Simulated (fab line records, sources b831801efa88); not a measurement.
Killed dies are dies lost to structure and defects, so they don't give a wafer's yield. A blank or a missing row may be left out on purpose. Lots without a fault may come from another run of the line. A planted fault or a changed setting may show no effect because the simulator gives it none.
Chamber matching | flow gf180mcu | GF_V4_ETCH_16 on rie_diel-02: 4 sister chambers
The step etches BARC in N2/H2. 14 wafers are shown with their chamber, then 7 later ones without.

WAFERS WITH THEIR CHAMBER
wafer  | chamber | oes_product_au (a.u.) | throttle_valve_pct (%)
L347.1 | 0       | 0.855                 | 13.211
L347.4 | 1       | 0.855                 | 13.222
L347.6 | 1       | 0.856                 | 13.236
L349.1 | 1       | 0.854                 | 13.227
L349.4 | 1       | 0.850                 | 13.227
L349.6 | 2       | 0.848                 | 13.207
L350.1 | 1       | 0.849                 | 13.220
L350.3 | 2       | 0.851                 | 13.206
L350.4 | 1       | 0.856                 | 13.231
L352.3 | 0       | 0.863                 | 13.247
L352.5 | 0       | 0.854                 | 13.232
L352.6 | 1       | 0.854                 | 13.215
L354.1 | 2       | 0.861                 | 13.229
L354.3 | 3       | 0.861                 | 13.220

SIGNATURES (means of the wafers above)
reading            | chamber 0 | chamber 1 | chamber 2 | chamber 3 | scatter within a chamber
oes_product_au     | 0.85733   | 0.85343   | 0.85333   | 0.86100   | 0.00435
throttle_valve_pct | 13.23000  | 13.22543  | 13.21400  | 13.22000  | 0.0114
Rule: a wafer's distance from a chamber is the root of the sum, over the readings, of the square of ((its reading less the chamber's mean) divided by the reading's scatter). The wafer belongs to the nearest chamber; if the next one is less than 2 further off, it can't be placed. The scatter: the root of (the sum of the squares of (reading less its chamber's mean) over the shown wafers, divided by (wafers less chambers)).

WAFERS WITHOUT THEIR CHAMBER
wafer  | oes_product_au (a.u.) | throttle_valve_pct (%)
L354.6 | 0.852                 | 13.215
L357.1 | 0.856                 | 13.213
L357.2 | 0.856                 | 13.220
L357.6 | 0.852                 | 13.234
L360.1 | 0.858                 | 13.242
L360.5 | 0.847                 | 13.207
L360.6 | 0.846                 | 13.216

WHICH CHAMBER EACH WENT THROUGH
wafer  | from the rows above               | in truth
L354.6 | can't be placed: 2 or 1 or 0 or 3 | 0
L357.1 | can't be placed: 2 or 1 or 3 or 0 | 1
L357.2 | can't be placed: 1 or 2 or 0 or 3 | 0
L357.6 | can't be placed: 1 or 0 or 2 or 3 | 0
L360.1 | can't be placed: 0 or 1 or 3 or 2 | 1
L360.5 | can't be placed: 2 or 1 or 0 or 3 | 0
L360.6 | can't be placed: 2 or 1 or 0 or 3 | 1
Placed correctly: 0 of 7. Can't be placed from these rows: 7 (the true chamber is among the candidates in 7). Placed wrongly: 0.
